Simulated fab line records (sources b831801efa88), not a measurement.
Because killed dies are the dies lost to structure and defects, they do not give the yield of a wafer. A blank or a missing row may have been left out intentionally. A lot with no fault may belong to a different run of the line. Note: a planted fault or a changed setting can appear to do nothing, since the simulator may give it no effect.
Struck lot and sound lot, side by side    flow sfq-line    42 steps out of a route of 325
Sound: the wafers L174.2, L174.4, L174.5. Struck: wafer L180.3. (L180.5, L180.6 of the same lot were not struck and are left out.) The cause comes at the end.
Each step with rows lists, per side, the tool, then ch with its chambers, then its first start. Under that, the readings that differ: sound wafers    struck wafers    difference of the means    sigmas: that difference in standard deviations of wafers without a fault.
alike: readings whose means differ by less than 2 such deviations, and words and numbers that are the same on both sides. not compared: withheld readings, readings that some wafer has no value for, bounds like >300 that may hide the same value, and numbers for which the record gives no deviation and whose values overlap.
Wherever a step has rows on one side only, a row that says differs or no value, or a row with sigmas, the two part there. Numbers that have no deviation but don't overlap get no sigmas and don't part them. A reading that every wafer of one side lacks parts them only if that side has two wafers or more.

first, 6 steps without rows for these wafers: SFQ_TRILAYER_M0_LITHO_COAT_026 (resist thk 62 nm); SFQ_TRILAYER_M0_LITHO_COAT_021 (resist thk 600 nm); SFQ_TRILAYER_M0_LITHO_SOFTBAKE_025; SFQ_TRILAYER_M0_LITHO_EXPOSE_022 (exposes mask M0, target cd 500 nm); SFQ_TRILAYER_M0_LITHO_PEB_024 (peb time 60 s); SFQ_TRILAYER_M0_LITHO_DEVELOP_023 (time 60 s).
SFQ_M0_OVL_MEAS_906:
  sound on overlay-02, day 15 19:03; struck on overlay-01, day 18 06:14
  alike: M0_OVL
then, 1 step without rows for these wafers: SFQ_TRILAYER_M0_BARC_OPEN_METAL_ETCH_031 (etches BARC in O2, target depth 125 nm, time 41.7 s).
SFQ_TRILAYER_M0_ETCH_METAL_ETCH_024: etches Nb in Cl2/Ar, stops on SiO2, target depth 240 nm, time 120 s.
  sound on rie-metal-04 ch 0,1, day 15 19:08; struck on rie-metal-02 ch 1, day 18 06:22
reading                sound              struck  difference  sigmas
oes-product-au (a.u.)  0.891 0.893 0.884  0.904   +0.015      +2
  alike: chamber-pressure-mTorr, drypump-motor-current-A
  not compared: rf-hours-counter-h
SFQ_TRILAYER_M0_STRIP_STRIP_025: strips in O2.
  sound on rie-metal-04 ch 0,1, day 15 19:16; struck on rie-metal-02 ch 1, day 18 06:38
  alike: chamber-pressure-mTorr, drypump-motor-current-A, oes-product-au
  not compared: rf-hours-counter-h
then, 2 steps without rows for these wafers: SFQ_TRILAYER_M0_STRIP_SOLV_CLEAN_026 (cleans in NMP, time 600 s); SFQ_TRILAYER_I0_DEP_PECVD_027 (deposits SiO2 from SiH4/N2O, time 111.11 s, target thk 500 nm).
SFQ_TRILAYER_I0_CMP_CMP_028: polishes SiO2.
  sound on cmp-01 ch 0,1,3, day 15 21:07; struck on cmp-02 ch 1, day 18 17:37
reading                                              sound              struck  difference  sigmas
time-to-endpoint-s (s)                               216 224 215        276     +58         +8
model.SiO2_of_TRILAYER_I0_DEP_PECVD_027.thk-nm (nm)  200.2 199.4 200.4  302.9   +102.9      
  alike: head-pressure-psi, motor-current-A
SFQ_I0_BOW_MEAS_907:
  sound on film-metro-04, day 15 23:08; struck on film-metro-04, day 18 20:28
  not compared: I0_BOW
SFQ_TRILAYER_I0_METRO_MEASURE_029:
  sound on film-metro-04, day 15 23:26; struck on film-metro-02, day 19 00:06
reading      sound              struck  difference  sigmas
thk-nm (nm)  200.4 199.4 200.5  302.8   +102.7      +99 or more
then, 6 steps without rows for these wafers: SFQ_TRILAYER_I0_VIA_LITHO_COAT_036 (resist thk 62 nm); SFQ_TRILAYER_I0_VIA_LITHO_COAT_031 (resist thk 650 nm); SFQ_TRILAYER_I0_VIA_LITHO_SOFTBAKE_035; SFQ_TRILAYER_I0_VIA_LITHO_EXPOSE_032 (exposes mask I0, target cd 500 nm); SFQ_TRILAYER_I0_VIA_LITHO_PEB_034 (peb time 60 s); SFQ_TRILAYER_I0_VIA_LITHO_DEVELOP_033 (time 60 s).
-- the record jumps here: 6 days lie between the struck wafers' starts before and after --
SFQ_I0_OVL_MEAS_908:
  sound on overlay-02, day 22 05:24; struck on overlay-01, day 25 09:29
  alike: I0_OVL
then, 1 step without rows for these wafers: SFQ_TRILAYER_I0_VIA_BARC_OPEN_VIA_ETCH_046 (etches BARC in O2, target depth 125 nm, time 41.7 s).
SFQ_TRILAYER_I0_VIA_ETCH_VIA_ETCH_034: etches SiO2 in CHF3, stops on Nb, target depth 260 nm.
  sound on rie-diel-03 ch 0,1, day 22 05:28; struck on rie-diel-03 ch 1, day 25 09:34
reading                         sound              struck  difference  sigmas
oes-product-au (a.u.)           0.850 0.854 0.855  1.002   +0.149      +25
model.etch.depth-nm (nm)        200.1 199.3 200.3  260     +60         
model.I0.feature-depth-nm (nm)  200.1 199.3 200.3  260     +60         
  alike: chamber-pressure-mTorr, drypump-motor-current-A
SFQ_TRILAYER_I0_VIA_STRIP_STRIP_035: strips in O2.
  sound on rie-metal-04 ch 1, day 22 05:35; struck on rie-metal-01 ch 0, day 25 09:52
  alike: chamber-pressure-mTorr, drypump-motor-current-A, oes-product-au
  not compared: rf-hours-counter-h
then, 2 steps without rows for these wafers: SFQ_TRILAYER_I0_VIA_STRIP_SOLV_CLEAN_036 (cleans in NMP, time 600 s); SFQ_TRILAYER_M1_DEP_PRE_CLEAN_038 (time 22.5 s).
SFQ_TRILAYER_M1_DEP_SPUTTER_037: material Nb, target thk 200 nm, time 133.3 s.
  sound on pvd-sputter-04, day 22 06:23; struck on pvd-sputter-04, day 25 10:28
  alike: throttle-valve-pct
SFQ_M1_RS_MEAS_909: measures by four-point-probe.
  sound on film-metro-01, day 22 06:30; struck on film-metro-01, day 25 10:36
  alike: M1_NB_RS
then, 6 steps without rows for these wafers: SFQ_TRILAYER_M1_LITHO_COAT_044 (resist thk 62 nm); SFQ_TRILAYER_M1_LITHO_COAT_039 (resist thk 600 nm); SFQ_TRILAYER_M1_LITHO_SOFTBAKE_043; SFQ_TRILAYER_M1_LITHO_EXPOSE_040 (exposes mask M1, target cd 500 nm); SFQ_TRILAYER_M1_LITHO_PEB_042 (peb time 60 s); SFQ_TRILAYER_M1_LITHO_DEVELOP_041 (time 60 s).
-- the record jumps here: 7 days lie between the struck wafers' starts before and after --
SFQ_M1_OVL_MEAS_911:
  sound on overlay-01, day 29 07:08; struck on overlay-01, day 32 02:57
  alike: M1_OVL
then, 1 step without rows for these wafers: SFQ_TRILAYER_M1_BARC_OPEN_METAL_ETCH_054 (etches BARC in O2, target depth 125 nm, time 41.7 s).
SFQ_TRILAYER_M1_ETCH_METAL_ETCH_042: etches Nb in Cl2/Ar, stops on SiO2, target depth 240 nm, time 120 s.
  sound on rie-metal-04 ch 0,1, day 29 07:14; struck on rie-metal-04 ch 0, day 32 03:05
reading                                              sound              struck  difference  sigmas
model.SiO2_of_TRILAYER_I0_DEP_PECVD_027.thk-nm (nm)  192.3 191.5 192.5  295     +103        
  alike: chamber-pressure-mTorr, drypump-motor-current-A, oes-product-au
  not compared: rf-hours-counter-h
then, 2 steps without rows for these wafers: SFQ_TRILAYER_M1_STRIP_STRIP_043 (strips in O2); SFQ_TRILAYER_M1_STRIP_SOLV_CLEAN_044 (cleans in NMP, time 600 s).
SFQ_TRILAYER_I1_DEP_PECVD_045: deposits SiO2 from SiH4/N2O, time 111.11 s, target thk 500 nm.
  sound on pecvd-04 ch 0,1,2, day 29 08:08; struck on pecvd-03 ch 0, day 32 03:57
  alike: heater-power-w, throttle-valve-pct
-- the record jumps here: 61 days lie between the struck wafers' starts before and after --
SFQ_M8_BOW_MEAS_951:
  sound on film-metro-03, day 92 01:23; struck on film-metro-02, day 93 09:48
reading                  sound              struck  difference  sigmas
model.etest.i0.link-ohm  1.991 1.988 1.986  1e+06   +1e+06      
  alike: M8_BOW

WHERE THEY PART
First at SFQ_TRILAYER_M0_ETCH_METAL_ETCH_024; last, within this record, at SFQ_TRILAYER_I0_VIA_ETCH_VIA_ETCH_034. Later steps at which nothing parts them and some readings are alike: SFQ_TRILAYER_I0_VIA_STRIP_STRIP_035, SFQ_TRILAYER_M1_DEP_SPUTTER_037, SFQ_M1_RS_MEAS_909, SFQ_M1_OVL_MEAS_911, SFQ_TRILAYER_M1_ETCH_METAL_ETCH_042, SFQ_TRILAYER_I1_DEP_PECVD_045, SFQ_M8_BOW_MEAS_951.

WHY: whatever the simulator had introduced
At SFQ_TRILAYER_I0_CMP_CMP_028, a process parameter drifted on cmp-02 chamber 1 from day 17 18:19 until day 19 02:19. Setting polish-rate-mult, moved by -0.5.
